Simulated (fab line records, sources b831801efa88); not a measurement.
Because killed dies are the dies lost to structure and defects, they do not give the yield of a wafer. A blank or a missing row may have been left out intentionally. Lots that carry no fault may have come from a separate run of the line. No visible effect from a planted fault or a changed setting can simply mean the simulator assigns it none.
Matching of chambers :: flow sky130 :: cmp-01 running SKY_VIA3_CMP_24: 4 sister chambers
The step polishes, stops on SiO2, t overpolish 20 s, target thk 0 nm. 16 wafers are shown with their chamber, then 8 later ones without.

== WAFERS, EACH WITH ITS CHAMBER ==
wafer: L968.1
chamber: 1
motor_current_A (A): 11.2
time_to_endpoint_s (s): 93
overpolish_run_s (s): 20.003

wafer: L968.3
chamber: 0
motor_current_A (A): 9.8
time_to_endpoint_s (s): 101
overpolish_run_s (s): 20.000

wafer: L968.5
chamber: 3
motor_current_A (A): 12.4
time_to_endpoint_s (s): 99
overpolish_run_s (s): 20.002

wafer: L965.2
chamber: 1
motor_current_A (A): 10.8
time_to_endpoint_s (s): 94
overpolish_run_s (s): 19.983

wafer: L965.5
chamber: 2
motor_current_A (A): 12.8
time_to_endpoint_s (s): 93
overpolish_run_s (s): 20.000

wafer: L965.6
chamber: 3
motor_current_A (A): 12.9
time_to_endpoint_s (s): 99
overpolish_run_s (s): 19.988

wafer: L969.1
chamber: 0
motor_current_A (A): 9.4
time_to_endpoint_s (s): 95
overpolish_run_s (s): 20.002

wafer: L969.4
chamber: 1
motor_current_A (A): 10.6
time_to_endpoint_s (s): 92
overpolish_run_s (s): 20.001

wafer: L969.6
chamber: 0
motor_current_A (A): 9.5
time_to_endpoint_s (s): 97
overpolish_run_s (s): 19.998

wafer: L971.2
chamber: 1
motor_current_A (A): 11.6
time_to_endpoint_s (s): 93
overpolish_run_s (s): 19.992

wafer: L971.3
chamber: 2
motor_current_A (A): 11.7
time_to_endpoint_s (s): 91
overpolish_run_s (s): 19.982

wafer: L971.4
chamber: 0
motor_current_A (A): 9.9
time_to_endpoint_s (s): 101
overpolish_run_s (s): 20.003

wafer: L973.4
chamber: 2
motor_current_A (A): 11.8
time_to_endpoint_s (s): 93
overpolish_run_s (s): 19.990

wafer: L973.5
chamber: 1
motor_current_A (A): 10.8
time_to_endpoint_s (s): 95
overpolish_run_s (s): 19.996

wafer: L973.6
chamber: 0
motor_current_A (A): 9.9
time_to_endpoint_s (s): 98
overpolish_run_s (s): 20.013

wafer: L976.2
chamber: 0
motor_current_A (A): 9.9
time_to_endpoint_s (s): 97
overpolish_run_s (s): 20.017

SIGNATURES (means of the wafers above)
reading: motor_current_A
chamber 0: 9.733
chamber 1: 11.000
chamber 2: 12.100
chamber 3: 12.650
scatter within a chamber: 0.383

reading: time_to_endpoint_s
chamber 0: 98.17
chamber 1: 93.40
chamber 2: 92.33
chamber 3: 99.00
scatter within a chamber: 1.75

reading: overpolish_run_s
chamber 0: 20.00550
chamber 1: 19.99500
chamber 2: 19.99067
chamber 3: 19.99500
scatter within a chamber: 0.00821
Rule: for a wafer and a chamber, the distance is found by dividing, reading by reading, the gap between the wafer's reading and the chamber's mean by the reading's scatter, squaring, summing and taking the root. The wafer belongs to the nearest chamber; if the next one is less than 2 further off, it can't be placed. The scatter: take each reading less its chamber's mean, square it, sum over the shown wafers, divide by the number of wafers less the number of chambers, and take the root.

== WAFERS WHOSE CHAMBER IS MISSING ==
wafer: L976.5
motor_current_A (A): 12.1
time_to_endpoint_s (s): 96
overpolish_run_s (s): 19.994

wafer: L976.6
motor_current_A (A): 9.5
time_to_endpoint_s (s): 98
overpolish_run_s (s): 20.002

wafer: L983.2
motor_current_A (A): 12.0
time_to_endpoint_s (s): 95
overpolish_run_s (s): 19.990

wafer: L983.3
motor_current_A (A): 12.3
time_to_endpoint_s (s): 103
overpolish_run_s (s): 20.007

wafer: L983.5
motor_current_A (A): 12.7
time_to_endpoint_s (s): 97
overpolish_run_s (s): 20.010

wafer: L986.1
motor_current_A (A): 9.3
time_to_endpoint_s (s): 96
overpolish_run_s (s): 19.991

wafer: L986.2
motor_current_A (A): 11.7
time_to_endpoint_s (s): 85
overpolish_run_s (s): 19.987

wafer: L986.6
motor_current_A (A): 12.8
time_to_endpoint_s (s): 95
overpolish_run_s (s): 20.002

== CHAMBER TAKEN BY EACH ==
wafer: L976.5
from the rows above: can't be placed: 2 or 3 or 1
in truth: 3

wafer: L976.6
from the rows above: 0
in truth: 0

wafer: L983.2
from the rows above: can't be placed: 2 or 1 or 3
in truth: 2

wafer: L983.3
from the rows above: 3
in truth: 3

wafer: L983.5
from the rows above: can't be placed: 3 or 2
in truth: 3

wafer: L986.1
from the rows above: 0
in truth: 0

wafer: L986.2
from the rows above: can't be placed: 2 or 1
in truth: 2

wafer: L986.6
from the rows above: can't be placed: 3 or 2
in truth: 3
3 of 8 placed correctly. These rows do not allow placing 5 (true chamber among the candidates in 5). Placed wrongly: 0.
